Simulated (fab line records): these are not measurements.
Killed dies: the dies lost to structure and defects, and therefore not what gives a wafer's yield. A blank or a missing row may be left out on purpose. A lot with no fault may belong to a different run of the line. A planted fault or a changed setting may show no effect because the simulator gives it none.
Which tool did it?    flow gf180mcu    21 wafers from 7 lots sampled at 2 of the route's 602 steps

== WHAT EACH GAUGE READ, for each wafer ==
GF_MVPSD_TW_MEAS_11.
lot   measured      on            MVPSD_TW
L703  day 5 19:47   filmMetro-03  549 551 547
L705  day 6 06:11   filmMetro-02  554 558 557
L708  day 6 18:56   filmMetro-01  558 556 556
L711  day 7 08:41   filmMetro-02  319 321 320 320 321 321
L718  day 9 00:38   filmMetro-01  556 558 556
L721  day 9 15:20   filmMetro-02  558 557 561
L724  day 10 08:08  filmMetro-02  558 559 557

== WHAT TOOL EACH LOT RAN ON (gives the tool, then ch and the chambers of the sampled wafers, and finally the start) ==
lot   GF_MVPSD_IMPLANT_08
L703  implanter-02 ch 0, day 5 19:24
L705  implanter-01 ch 0, day 6 05:47
L708  implanter-01 ch 0, day 6 18:32
L711  implanter-01, day 7 08:17
L718  implanter-04 ch 0, day 9 00:15
L721  implanter-01 ch 0, day 9 14:56
L724  implanter-04 ch 0, day 10 07:45
- GF_MVPSD_IMPLANT_08

== THE ANSWER, worked out from the rows above alone ==
Rule: the lots themselves supply what counts as usual. Put in order of their means at a reading, lots are off if they are a third of the lots or fewer, leave a main group of 4 or more, and stand apart from it by a gap of 3 or more times the standard deviation of the main group's means; of several such gaps the widest counts. If all means in a main group match to the digits the tables above print for the reading, that group is not used. A lot without any number at a reading at which 4 lots or more have one is off too. The other lots that the step has rows for count as sound.
Off: L711, seen at GF_MVPSD_TW_MEAS_11 (MVPSD_TW). Mean 556 and standard deviation 3.2 in the main group.
If a tool, at a process step before that reading, ran all the lots that are off and no sound lot after the first of them, it fits. Gauges at GF_MVPSD_TW_MEAS_11: tried the same way as those tools. Of those tried, none fits.

== WHAT WAS PUT IN BY THE SIMULATOR ==
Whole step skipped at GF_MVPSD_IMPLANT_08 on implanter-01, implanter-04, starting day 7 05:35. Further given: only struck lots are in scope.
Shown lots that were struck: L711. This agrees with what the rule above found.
